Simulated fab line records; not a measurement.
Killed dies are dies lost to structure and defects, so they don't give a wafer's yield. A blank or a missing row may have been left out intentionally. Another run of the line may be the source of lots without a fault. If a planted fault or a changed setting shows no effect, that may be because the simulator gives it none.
Which tool did it? -- flow sky130 -- 72 wafers from 24 lots sampled at 5 of the route's 708 steps

## WHAT THE GAUGES READ, wafer by wafer
SKY_SD_P_OVL_MEAS_08. Usual: SD_P_OVL gives -0.5 nm (standard deviation 1.3).
lot,measured,on,SD_P_OVL (nm),flag
L074,day 25 15:51,overlay-02,-2.2 -2.2 -1.5,
L076,day 26 19:28,overlay-01,-0.4 0.0 -0.5,
L075,day 26 21:19,overlay-02,0.0 -1.3 -1.2,
L078,day 27 02:47,overlay-02,-1.8 -1.6 0.1,
L077,day 27 04:02,overlay-02,-0.7 -0.1 2.0,
L079,day 27 12:04,overlay-02,-2.5 -1.9 -2.6,
L080,day 27 12:22,overlay-02,-1.2 -3.3 -2.2,
L081,day 28 06:27,overlay-01,-0.5 0.5 1.7,
L083,day 28 19:38,overlay-01,-1.3 -1.2 -1.0,
L082,day 28 20:53,overlay-01,-1.8 -1.3 -1.6,
L084,day 29 03:01,overlay-02,-1.5 -1.3 -1.5,
L085,day 29 22:58,overlay-01,-0.5 2.0 1.2,
L086,day 30 00:22,overlay-01,-0.2 -0.1 0.4,
L087,day 30 04:27,overlay-02,-1.2 -2.1 -2.8,
L088,day 30 20:55,overlay-01,1.8 0.3 0.2,
L089,day 31 06:44,overlay-01,-1.6 -1.5 -1.0,
L090,day 31 10:13,overlay-02,0.4 -0.3 -0.1,
L091,day 31 12:10,overlay-02,-0.2 0.1 0.9,
L092,day 31 22:40,overlay-02,-1.3 -3.1 -1.7,
L094,day 32 08:20,overlay-02,1.1 0.6 0.6,
L093,day 32 09:33,overlay-02,-1.8 0.0 -1.5,
L096,day 34 09:04,overlay-01,-0.3 -2.7 0.1,
L097,day 34 10:14,overlay-02,1.0 1.1 0.4,
L095,day 34 12:10,overlay-02,-2.1 -0.9 -0.9,

SKY_VIA1_BOW_MEAS_03. Usual: VIA1_BOW gives 81 um (standard deviation 7.1).
lot,measured,on,VIA1_BOW (um),flag
L074,day 33 00:47,film metro-02,81 82 86,
L076,day 34 02:59,film metro-03,75 89 78,
L075,day 34 03:20,film metro-04,84 76 83,
L078,day 34 09:21,film metro-02,90 84 84,
L077,day 34 10:17,film metro-03,85 85 88,
L079,day 34 16:38,film metro-03,85 69 77,
L080,day 34 16:59,film metro-02,77 69 81,
L081,day 35 10:22,film metro-04,91 80 95,
L083,day 35 23:10,film metro-02,91 80 93,
L082,day 36 01:04,film metro-04,86 86 93,
L084,day 36 05:16,film metro-04,77 67 81,
L085,day 36 23:26,film metro-04,85 82 87,
L086,day 37 01:51,film metro-03,82 87 90,
L087,day 37 05:07,film metro-02,80 67 75,
L088,day 37 18:05,film metro-03,81 75 85,
L089,day 38 05:02,film metro-04,79 84 76,
L090,day 38 07:25,film metro-03,84 74 81,
L091,day 38 09:13,film metro-02,88 85 84,
L092,day 38 19:50,film metro-03,75 83 85,
L094,day 39 04:52,film metro-04,73 81 69,
L093,day 39 06:16,film metro-02,76 76 91,
L096,day 41 01:34,film metro-02,89 78 71,
L097,day 41 03:19,film metro-03,77 72 86,
L095,day 41 06:41,film metro-04,95 86 80,

SKY_METAL2_CD_MEAS_15: the cd target is 140 nm. Usual: cd nm 140.4 nm, standard deviation 1.4.
lot,measured,on,cd nm (nm),flag
L074,day 35 07:22,cd sem-01,140.5 142.2 141.9,
L076,day 36 08:52,cd sem-02,141.5 140.5 140.0,
L075,day 36 09:49,cd sem-02,139.4 138.3 139.7,
L078,day 36 14:49,cd sem-02,139.7 137.6 139.3,
L077,day 36 16:04,cd sem-02,139.6 139.6 142.1,
L079,day 36 22:29,cd sem-02,140.2 140.2 139.9,
L080,day 36 23:11,cd sem-02,138.7 139.5 140.0,
L081,day 37 16:01,cd sem-01,140.5 141.2 141.8,
L083,day 38 05:07,cd sem-01,138.9 139.6 140.1,
L082,day 38 06:18,cd sem-02,138.7 138.0 137.9,
L084,day 38 10:31,cd sem-01,140.3 140.4 140.6,
L085,day 39 04:16,cd sem-02,142.6 143.0 141.4,
L086,day 39 07:04,cd sem-01,142.1 142.3 142.7,
L087,day 39 10:29,cd sem-02,141.7 142.4 143.0,
L088,day 39 22:49,cd sem-02,141.1 139.6 141.1,
L089,day 40 08:40,cd sem-02,142.9 141.8 142.4,
L090,day 40 11:32,cd sem-02,140.8 141.5 140.9,
L091,day 40 13:17,cd sem-01,139.5 137.7 137.9,
L092,day 40 23:50,cd sem-01,140.7 140.5 139.6,
L094,day 41 07:38,cd sem-02,141.3 138.6 139.4,
L093,day 41 09:46,cd sem-02,140.8 140.7 140.6,
L096,day 43 01:17,cd sem-02,140.5 139.4 140.7,
L097,day 43 03:14,cd sem-01,138.2 136.9 138.4,
L095,day 43 05:43,cd sem-01,140.5 141.9 141.9,

## TOOL THAT RAN EACH LOT (tool first, then ch and the chambers of the sampled wafers, then the start)
lot,SKY_VIA1_ETCH_15,SKY_VIA1_CVD_21
L074,"rie diel-01 ch 0,1, day 34 03:26","cvd w-01 ch 0,1, day 34 04:10"
L076,"rie diel-04 ch 0,1,2, day 35 05:17","cvd w-01 ch 0,1, day 35 05:59"
L075,"rie diel-01 ch 2,3, day 35 05:50","cvd w-02 ch 1, day 35 06:32"
L078,"rie diel-04 ch 0,1,2, day 35 11:41","cvd w-02 ch 0,1, day 35 12:23"
L077,"rie diel-01 ch 1,2, day 35 12:20","cvd w-01 ch 0,1, day 35 13:02"
L079,"rie diel-04 ch 0,1,3, day 35 18:56","cvd w-02 ch 0,1, day 35 19:40"
L080,"rie diel-01 ch 1,2, day 35 19:32","cvd w-01 ch 0,1, day 35 20:19"
L081,"rie diel-01 ch 1,2,3, day 36 12:35","cvd w-02 ch 0,1, day 36 13:20"
L083,"rie diel-04 ch 0,1, day 37 01:08","cvd w-01 ch 0, day 37 01:52"
L082,"rie diel-01 ch 1,2, day 37 02:41","cvd w-01 ch 0, day 37 03:29"
L084,"rie diel-01 ch 0,1, day 37 07:20","cvd w-01 ch 0,1, day 37 08:02"
L085,"rie diel-01 ch 0,1,3, day 38 01:41","cvd w-02 ch 0,1, day 38 02:23"
L086,"rie diel-03 ch 2,3, day 38 04:41","cvd w-01 ch 0,1, day 38 05:25"
L087,"rie diel-04 ch 0,1, day 38 07:32","cvd w-01 ch 0,1, day 38 08:21"
L088,"rie diel-04 ch 0,3, day 38 20:08","cvd w-02 ch 1, day 38 20:52"
L089,"rie diel-01 ch 1,3, day 39 06:39","cvd w-01 ch 0,1, day 39 07:25"
L090,"rie diel-04 ch 1,2, day 39 08:47","cvd w-02 ch 0,1, day 39 09:34"
L091,"rie diel-01 ch 0,3, day 39 10:50","cvd w-01 ch 0,1, day 39 11:34"
L092,"rie diel-01 ch 1,2,3, day 39 21:23","cvd w-02 ch 0,1, day 39 22:13"
L094,"rie diel-01 ch 1,2, day 40 05:44","cvd w-02 ch 0,1, day 40 06:28"
L093,"rie diel-03 ch 2,3, day 40 07:47","cvd w-02 ch 0,1, day 40 08:34"
L096,"rie diel-03 ch 0,2, day 42 01:44","cvd w-02 ch 0,1, day 42 02:29"
L097,"rie diel-04 ch 0,2,3, day 42 02:41","cvd w-01 ch 0,1, day 42 03:23"
L095,"rie diel-04 ch 0,2,3, day 42 05:41","cvd w-02 ch 0,1, day 42 06:29"
- SKY_VIA1_ETCH_15: etches SiO2 in C4F8/O2/Ar, stops on TiN, target depth 351 nm, time 54 s.
- SKY_VIA1_CVD_21: deposits W, target thk 270 nm, time 80.902 s.

## WHAT THE TOOLS THEMSELVES READ (means of the sampled wafers that have a number; where no wafer has one, the mark that the record gives instead)
SKY_VIA1_ETCH_15. Usual: bias w 1200 W, standard deviation 3.4; oes product au 0.982 a.u., standard deviation 0.0067.
lot,tool,bias w (W),oes product au (a.u.),flag
L074,rie diel-01,1199,0.983,
L076,rie diel-04,1200,0.976,
L075,rie diel-01,1201,0.984,
L078,rie diel-04,1199,0.978,
L077,rie diel-01,1200,0.984,
L079,rie diel-04,1200,0.977,
L080,rie diel-01,1200,0.981,
L081,rie diel-01,1201,0.984,
L083,rie diel-04,1199,0.978,
L082,rie diel-01,1200,0.985,
L084,rie diel-01,1198,0.985,
L085,rie diel-01,1204,0.990,
L086,rie diel-03,1201,0.982,
L087,rie diel-04,1204,0.978,
L088,rie diel-04,1202,0.976,
L089,rie diel-01,1200,0.982,
L090,rie diel-04,1197,0.977,
L091,rie diel-01,1200,0.981,
L092,rie diel-01,1203,0.982,
L094,rie diel-01,1198,0.982,
L093,rie diel-03,1198,0.983,
L096,rie diel-03,1200,0.988,
L097,rie diel-04,1201,0.980,
L095,rie diel-04,1201,0.981,

SKY_VIA1_CVD_21. Usual: heater power w 953 W, standard deviation 100.
lot,tool,heater power w (W),flag
L074,cvd w-01,951,
L076,cvd w-01,883,
L075,cvd w-02,1063,
L078,cvd w-02,1008,
L077,cvd w-01,889,
L079,cvd w-02,1012,
L080,cvd w-01,946,
L081,cvd w-02,995,
L083,cvd w-01,1021,
L082,cvd w-01,1028,
L084,cvd w-01,960,
L085,cvd w-02,946,
L086,cvd w-01,982,
L087,cvd w-01,957,
L088,cvd w-02,1084,
L089,cvd w-01,874,
L090,cvd w-02,948,
L091,cvd w-01,878,
L092,cvd w-02,1014,
L094,cvd w-02,971,
L093,cvd w-02,1008,
L096,cvd w-02,1025,
L097,cvd w-01,881,
L095,cvd w-02,1007,

## THE ANSWER, worked out from the rows above alone
Rule: take the mean of a lot's wafers that have a number; if it is more than 3 standard deviations from the usual mean, the lot is off. Also off: a lot with no number at a reading for which 4 or more lots have one. The other lots that the step has rows for count as sound. After the gauges, taken in route order, come the tools' own readings; for these a lot's mean is taken, as printed above. At the first step where some lot is off, the reading lying furthest off is the one used; lots without a number count as furthest.
No lot is off at any reading shown: from this, nothing can be told.

## WHAT THE SIMULATOR HAD INSERTED
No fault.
